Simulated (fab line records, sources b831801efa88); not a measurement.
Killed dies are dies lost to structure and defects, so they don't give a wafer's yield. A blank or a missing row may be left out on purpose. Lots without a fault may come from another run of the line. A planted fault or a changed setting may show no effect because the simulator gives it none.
fab line records | flow gf180mcu
record lots=6 wafers=18 last_day=34
route steps=602 shown TOP_METAL@575 PASSIVATION@587
lots that met no fault: from a run of the same line without faults
start_h: hours from the record's first day to the start of the lot's first wafer shown | wait_h: hours since the lot's step before | " the same as in the row above | L1.1+2: a row that stands for several wafers | - no value, or no start given | * or withheld: withheld | < > ~ a bound
route shown NAME@n: a module of which the file shows steps, and the number in the route of the first | usual: mean/standard deviation of fault-free wafers | same: alike in all rows | chamber/n: place in a boat | sites: the reading at each site | _std_site: their standard deviation | _edge_site: outer sites' mean less inner sites' | radius_mm: how far each site lies from the wafer's centre | mask NAME#n: copy n | behind: the tool/chamber that last shaped the wafer | hold: why the lot was held/for how many hours/how that ended | device: the transistor (n, p or np) that didn't switch | end of line: the same wafers' tests at the end of the route | a step without rows: its recipe alone | killed: dies lost to structure and defects at the first sort, not the wafer's yield | map: a wafer's dies, x killed, . not, _ none there
set.NAME: the setting as run; set.NAME@STEP: as run at that earlier step | model.NAME: the simulator's own value behind a step, which no gauge read
lots at some steps of the route; a table a step, a row a wafer
services: from which hour (start_h, from the record's first day; less than 0 if before it) a tool's chamber was out of use, for how many hours, and why
## steps
# step GF_TOP_METAL_HMDS_08
# recipe prime_time_s=60 prime_temp_c=120
# step GF_TOP_METAL_COAT_09
# recipe resist=NOVOLAK spin_rpm=3000 resist_thk_nm=1500
# step GF_TOP_METAL_SOFTBAKE_10
# recipe temp_c=90 time_s=60 resist=NOVOLAK
# step GF_TOP_METAL_EXPOSE_11
# recipe mask_id=MetalTop target_cd_nm=440 na=0.6 source_shape=conventional sigma_outer=0.6 dose_mj=170
# step GF_TOP_METAL_PEB_12
# recipe temp_c=withheld time_s=* resist=NOVOLAK
# step GF_TOP_METAL_DEVELOP_13
# recipe develop_time_s=60 dev_temp_c=23
# step GF_TOP_METAL_CD_MEAS_14
# recipe target_cd_nm=440
# usual cd_nm=439.7/2
# columns lot.wafer tool chamber start_h wait_h cd_nm
L191.2 cd_sem-01 - 704.46 0.1 434.2
L191.3 " - " " 434.0
L191.5 " - " " 434.8
L195.1 cd_sem-01 - 721.61 0.1 438.4
L195.2 " - " " 438.6
L195.3 " - " " 437.5
L201.1 cd_sem-02 - 756.29 0.1 437.6
L201.3 " - " " 440.3
L201.4 " - " " 440.1
L202.3 cd_sem-01 - 762.88 0.1 441.4
L202.5 " - " " 444.8
L202.6 " - " " 441.0
L203.1 cd_sem-02 - 767.44 0.1 439.7
L203.2 " - " " 439.0
L203.5 " - " " 439.4
L209.3 cd_sem-01 - 801.46 0.1 439.6
L209.4 " - " " 441.5
L209.6 " - " " 440.9
# step GF_TOP_METAL_OVL_MEAS_15
# usual TOP_METAL_OVL=-0.9/1.3
# columns lot.wafer tool chamber start_h wait_h TOP_METAL_OVL[nm]
L191.2 overlay-01 - 704.57 0.1 0.1
L191.3 " - " " 0.0
L191.5 " - " " -0.2
L195.1 overlay-01 - 721.73 0.1 -2.2
L195.2 " - " " -1.1
L195.3 " - " " -3.5
L201.1 overlay-02 - 756.41 0.1 -0.5
L201.3 " - " " -1.1
L201.4 " - " " -2.6
L202.3 overlay-01 - 762.97 0.1 1.3
L202.5 " - " " 1.4
L202.6 " - " " 3.7
L203.1 overlay-02 - 767.56 0.1 -1.0
L203.2 " - " " -1.3
L203.5 " - " " -3.1
L209.3 overlay-01 - 801.56 0.1 -2.2
L209.4 " - " " -2.0
L209.6 " - " " -0.5
# step GF_TOP_METAL_METAL_ETCH_16
# recipe chemistry=Cl2/BCl3 mask_material=NOVOLAK target_depth_nm=1077.5 stop_on=SiO2 pressure_mtorr=8 icp_w=800 bias_w=140 Cl2_flow_sccm=80 bcl3_flow_sccm=40 time_s=179.6
# usual drypump_motor_current_A=5.4/0.35 oes_product_au=0.969/0.0062 throttle_valve_pct=28.253/0.011
# columns lot.wafer tool chamber start_h wait_h drypump_motor_current_A oes_product_au rf_hours_counter_h throttle_valve_pct
L191.2 rie_metal-02 0 704.60 0.0 5.9 0.961 7.0 28.237
L191.3 " 1 " " 5.6 0.977 - 28.250
L191.5 " 1 " " 5.6 0.975 - 28.243
L195.1 rie_metal-04 0 721.77 0.0 4.9 0.969 1.5 28.246
L195.2 " 1 " " 5.2 0.977 9.3 28.259
L195.3 " 1 " " 5.2 0.981 - 28.263
L201.1 rie_metal-03 1 756.45 0.0 5.1 0.972 10.0 28.259
L201.3 " 0 " " 5.5 0.973 - 28.248
L201.4 " 1 " " 5.1 0.967 - 28.239
L202.3 rie_metal-04 1 763.05 0.1 5.2 0.964 - 28.273
L202.5 " 0 " " 4.9 0.963 - 28.258
L202.6 " 1 " " 5.2 0.983 - 28.244
L203.1 rie_metal-03 0 767.59 0.0 5.5 0.978 9.0 28.250
L203.2 " 1 " " 5.1 0.973 10.5 28.262
L203.5 " 0 " " 5.5 0.979 - 28.248
L209.3 rie_metal-04 0 801.70 0.1 4.9 0.971 - 28.238
L209.4 " 0 " " 4.9 0.976 - 28.244
L209.6 " 0 " " 4.9 0.975 - 28.252
# step GF_TOP_METAL_STRIP_17
# recipe chemistry=O2/N2 power_w=1400 pressure_mtorr=1500 platen_temp_c=250 o2_flow_sccm=3000 n2_flow_sccm=300 overash_fraction=0.5
# usual drypump_motor_current_A=5.9/0.46 heater_power_w=329/31 oes_product_au=0.710/0.0047 strip_time_to_endpoint_s=13.46/0.081
# columns lot.wafer tool chamber start_h wait_h drypump_motor_current_A heater_power_w oes_product_au rf_hours_counter_h strip_time_to_endpoint_s
L191.2 plasma_asher-02 1 704.77 0.1 5.8 337 0.710 30 13.42
L191.3 " 1 " " 5.8 330 0.700 - 13.39
L191.5 " 1 " " 5.9 327 0.705 - 13.37
L195.1 plasma_asher-01 0 721.94 0.1 6.8 350 0.717 66 13.46
L195.2 " 1 " " 5.6 292 0.710 66 13.37
L195.3 " 1 " " 5.7 287 0.707 - 13.42
L201.1 plasma_asher-02 0 756.62 0.1 5.4 368 0.709 34 13.48
L201.3 " 1 " " 5.8 335 0.716 - 13.50
L201.4 " 0 " " 5.4 371 0.707 - 13.50
L202.3 plasma_asher-01 0 763.20 0.1 6.9 358 0.713 - 13.32
L202.5 " 1 " " 5.6 293 0.713 - 13.45
L202.6 " 0 " " 6.9 355 0.712 - 13.37
L203.1 plasma_asher-01 1 767.77 0.1 5.6 293 0.712 71 13.47
L203.2 " 0 " " 6.8 354 0.715 71 13.51
L203.5 " 1 " " 5.6 295 0.702 - 13.46
L209.3 plasma_asher-02 0 801.96 0.2 5.4 369 0.714 - 13.48
L209.4 " 1 " " 5.8 333 0.707 - 13.47
L209.6 " 1 " " 5.8 326 0.710 - 13.51
# step GF_TOP_METAL_STRIP_18
# recipe chemistry=post_etch_residue_remover time_s=1200 temp_c=72.5
# step GF_TOP_METAL_CLEAN_19
# recipe chemistry=DIW dry=n2_spin
# step GF_PASSIVATION_CVD_00
# recipe material=SiO2 target_thk_nm=1000 precursor=TEOS temp_c=400 time_s=111.95 rf_w=600
# usual heater_power_w=703/78 run_length_s=140.1/0.48
# columns lot.wafer tool chamber start_h wait_h heater_power_w run_length_s since_wet_clean_h model.SiO2_of_PASSIVATION_CVD_00.thk_nm
L191.2 pecvd-04 0 705.30 0.0 634 140.3 322 999.6
L191.3 " 2 " " 722 140.8 322 993.9
L191.5 " 1 " " 576 140.2 - 1012
L195.1 pecvd-01 0 722.47 0.0 806 139.3 117 983.5
L195.2 " 2 " " 723 140.2 117 989
L195.3 " 1 " " 726 139.9 117 1011
L201.1 pecvd-04 2 757.15 0.0 768 98.2 374 624.8
L201.3 " 0 " " 675 97.6 374 630.4
L201.4 " 2 " " 803 140.2 - 1020
L202.3 pecvd-01 0 763.70 0.0 803 139.1 159 995.2
L202.5 " 0 " " 645 139.0 - 995.1
L202.6 " 1 " " 671 139.9 - 1013
L203.1 pecvd-04 0 768.30 0.0 632 98.3 385 616.2
L203.2 " 2 " " 717 140.4 385 1006
L203.5 " 2 " " 793 98.2 - 635.7
L209.3 pecvd-01 1 802.46 0.0 792 140.1 197 986.1
L209.4 " 0 " " 744 139.2 - 1006
L209.6 " 2 " " 768 140.4 - 995.6
# step GF_PASSIVATION_THK_MEAS_01
# recipe reads=SiO2_of_PASSIVATION_CVD_00
# usual PASSIVATION_CVD_00_THK=1004/13
# columns lot.wafer tool chamber start_h wait_h PASSIVATION_CVD_00_THK[nm]
L191.2 film_metro-03 - 705.39 0.0 999
L191.3 " - " " 994
L191.5 " - " " 1013
L195.1 film_metro-03 - 722.55 0.0 984
L195.2 " - " " 989
L195.3 " - " " 1011
L201.1 film_metro-02 - 757.23 0.0 625
L201.3 " - " " 631
L201.4 " - " " 1020
L202.3 film_metro-02 - 763.80 0.1 995
L202.5 " - " " 995
L202.6 " - " " 1012
L203.1 film_metro-03 - 768.38 0.0 617
L203.2 " - " " 1006
L203.5 " - " " 636
L209.3 film_metro-03 - 802.56 0.1 985
L209.4 " - " " 1006
L209.6 " - " " 995
# step GF_PASSIVATION_CVD_02
# recipe material=Si3N4 target_thk_nm=700 time_s=486.18 temp_c=400 rf_w=450
# usual heater_power_w=779/68 run_length_s=514.1/0.56
# columns lot.wafer tool chamber start_h wait_h heater_power_w run_length_s since_wet_clean_h
L191.2 pecvd-02 1 705.44 0.0 711 514.0 531
L191.3 " 2 " " 849 513.8 531
L191.5 " 1 " " 746 513.7 -
L195.1 pecvd-02 0 722.61 0.1 835 514.2 548
L195.2 " 1 " " 739 514.0 548
L195.3 " 2 " " 700 514.1 548
L201.1 pecvd-01 1 757.29 0.1 886 514.1 152
L201.3 " 0 " " 808 513.4 152
L201.4 " 1 " " 714 514.5 -
L202.3 pecvd-02 0 763.84 0.0 794 513.9 589
L202.5 " 0 " " 880 513.7 -
L202.6 " 2 " " 681 513.8 -
L203.1 pecvd-01 2 768.44 0.1 815 515.3 163
L203.2 " 0 " " 699 513.2 163
L203.5 " 2 " " 822 514.5 -
L209.3 pecvd-01 0 802.60 0.0 839 513.3 198
L209.4 " 0 " " 693 513.0 -
L209.6 " 2 " " 757 514.6 -
# step GF_PASSIVATION_THK_MEAS_03
# recipe reads=Si3N4_of_PASSIVATION_CVD_02
# usual PASSIVATION_CVD_02_THK=697/11
# columns lot.wafer tool chamber start_h wait_h PASSIVATION_CVD_02_THK[nm]
L191.2 film_metro-02 - 705.74 0.2 700
L191.3 " - " " 714
L191.5 " - " " 698
L195.1 film_metro-02 - 722.90 0.1 693
L195.2 " - " " 694
L195.3 " - " " 711
L201.1 film_metro-02 - 757.58 0.1 678
L201.3 " - " " 686
L201.4 " - " " 687
L202.3 film_metro-01 - 764.15 0.2 684
L202.5 " - " " 697
L202.6 " - " " 712
L203.1 film_metro-03 - 768.73 0.1 702
L203.2 " - " " 707
L203.5 " - " " 704
L209.3 film_metro-03 - 802.91 0.2 707
L209.4 " - " " 710
L209.6 " - " " 707
# step GF_PASSIVATION_DEHYDRATE_04
# recipe temp_c=200 time_s=60
# step GF_PASSIVATION_HMDS_05
# recipe prime_time_s=60 prime_temp_c=120
# step GF_PASSIVATION_COAT_06
# recipe spin_rpm=2000 resist_thk_nm=4000
# step GF_PASSIVATION_SOFTBAKE_07
# recipe temp_c=110 time_s=withheld
# step GF_PASSIVATION_EXPOSE_08
# recipe mask_id=Pad target_cd_nm=40000 na=0.57 dose_mj=310
# step GF_PASSIVATION_PEB_09
# recipe temp_c=115 time_s=withheld
# step GF_PASSIVATION_DEVELOP_10
# recipe develop_time_s=60 dev_temp_c=23
# step GF_PASSIVATION_ETCH_11
# recipe chemistry=CF4/O2 target_depth_nm=1800 stop_on=TiN source_w=800 bias_w=150 pressure_mtorr=150 cf4_flow_sccm=80 O2_flow_sccm=10 time_s=400
# usual cf4_flow_sccm=80.02/0.25 drypump_motor_current_A=5.7/0.51 oes_product_au=0.963/0.0077 throttle_valve_pct=5.961/0.0096
# columns lot.wafer tool chamber start_h wait_h cf4_flow_sccm drypump_motor_current_A oes_product_au rf_hours_counter_h throttle_valve_pct model.etch.depth_nm model.PASSIVATION.feature_depth_nm
L191.2 rie_diel-03 1 722.98 - 80.15 6.0 0.959 27 5.948 1699 1699
L191.3 " 2 " " 79.86 6.4 0.957 14 5.950 1708 1708
L191.5 " 3 " " 80.04 5.1 0.968 - 5.962 1711 1711
L195.1 rie_diel-04 0 740.39 - 80.55 6.6 0.957 5 5.955 1677 1677
L195.2 " 3 " " 80.07 5.9 0.962 38 5.945 1683 1683
L195.3 " 2 " " 79.92 5.4 0.974 16 5.963 1722 1722
L201.1 rie_diel-03 1 773.62 - 79.87 6.0 0.826 29 5.930 1303 1303
L201.3 " 2 " " 80.15 6.4 0.827 16 5.912 1317 1317
L201.4 " 1 " " 80.27 6.1 0.964 - 5.963 1707 1707
L202.3 rie_diel-04 1 779.69 - 79.49 5.5 0.957 26 5.955 1680 1680
L202.5 " 3 " " 80.03 5.9 0.958 - 5.941 1692 1692
L202.6 " 2 " " 79.91 5.4 0.972 - 5.970 1724 1724
L203.1 rie_diel-04 0 783.97 - 80.21 6.6 0.834 7 5.927 1318 1318
L203.2 " 3 " " 80.26 6.0 0.968 40 5.965 1713 1713
L203.5 " 2 " " 80.50 5.4 0.840 - 5.932 1339 1339
L209.3 rie_diel-03 3 817.52 - 79.75 5.1 0.964 28 5.960 1693 1693
L209.4 " 2 " " 80.32 6.4 0.967 18 5.954 1716 1716
L209.6 " 2 " " 79.85 6.4 0.964 - 5.956 1703 1703
# step GF_PASSIVATION_STRIP_12
# recipe chemistry=O2/N2 power_w=1400 pressure_mtorr=1500 platen_temp_c=250 o2_flow_sccm=3000 n2_flow_sccm=300 overash_fraction=0.5
# usual drypump_motor_current_A=6.0/0.56 heater_power_w=336/31 oes_product_au=0.719/0.0048 strip_time_to_endpoint_s=34.8/0.35
# columns lot.wafer tool chamber start_h wait_h drypump_motor_current_A heater_power_w oes_product_au rf_hours_counter_h strip_time_to_endpoint_s
L191.2 plasma_asher-01 1 723.21 0.1 5.7 291 0.720 66 34.2
L191.3 " 0 " " 6.9 363 0.719 - 34.9
L191.5 " 1 " " 5.7 294 0.730 - 34.2
L195.1 plasma_asher-01 1 740.63 0.1 5.7 292 0.713 68 34.6
L195.2 " 0 " " 6.8 355 0.715 68 35.0
L195.3 " 1 " " 5.7 294 0.720 - 34.8
L201.1 plasma_asher-04 0 773.86 0.1 5.5 345 0.722 3 34.6
L201.3 " 0 " " 5.5 343 0.710 - 34.9
L201.4 " 1 " " 6.3 376 0.725 - 34.5
L202.3 plasma_asher-02 1 779.96 0.2 5.8 333 0.720 - 34.8
L202.5 " 0 " " 5.5 364 0.718 - 34.9
L202.6 " 1 " " 5.8 331 0.725 - 35.0
L203.1 plasma_asher-01 0 784.21 0.1 6.8 362 0.729 73 34.7
L203.2 " 1 " " 5.7 291 0.710 73 35.0
L203.5 " 0 " " 6.8 360 0.712 - 34.9
L209.3 plasma_asher-01 1 817.80 0.2 5.7 291 0.721 - 34.0
L209.4 " 0 " " 6.8 353 0.723 - 35.0
L209.6 " 0 " " 6.8 354 0.721 - 35.0
## services
# columns tool chamber start_h hours kind
plasma_asher-02 - 681.69 3.1 repair
pecvd-02 - 684.05 0.8 repair
plasma_asher-02 - 687.86 1.9 repair
pecvd-02 - 689.79 1.6 repair
pecvd-01 0 699.09 4.1 repair
plasma_asher-02 - 709.11 14.6 pm
pecvd-04 0 722.95 - calibration
pecvd-01 2 729.84 3.6 repair
plasma_asher-04 - 733.84 9.0 pm
plasma_asher-04 0 733.84 9.0 vent_cycle
plasma_asher-04 1 733.84 9.0 vent_cycle
rie_diel-03 2 736.11 8.2 repair
rie_diel-04 0 742.06 6.1 repair
plasma_asher-04 0 742.84 - clean
plasma_asher-04 1 742.84 - clean
rie_diel-04 - 757.42 4.3 pm
rie_diel-03 3 768.59 6.9 repair
rie_metal-03 - 778.43 28.1 pm
plasma_asher-01 - 784.58 2.4 repair
rie_metal-04 1 791.41 19.7 repair
## key
first_sign step=GF_PASSIVATION_CVD_00 reading=run_length_s direction=down sigmas=87 usual=* struck=*
effect step=GF_PASSIVATION_THK_MEAS_01 reading=PASSIVATION_CVD_00_THK direction=down sigmas=29 usual=1004 struck=627
effect step=GF_PASSIVATION_ETCH_11 reading=oes_product_au direction=down sigmas=17 usual=0.963 struck=0.832
model_effect step=GF_PASSIVATION_CVD_00 value=SiO2_of_PASSIVATION_CVD_00.thk_nm without=1000 struck=626.8
model_effect step=GF_PASSIVATION_ETCH_11 value=etch.depth_nm without=1693 struck=1319
met_at GF_PASSIVATION_CVD_00
struck_wafers L201.1,L201.3,L203.1,L203.5
onset_between 705.30 757.15
fault kind=process_parameter_drift tool=pecvd-04 chamber=- onset_h=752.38 steps=GF_PASSIVATION_CVD_00 channel=time_s offset=* shape=step end_h=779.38 scope=struck_wafers_only acts_in=* stated=*
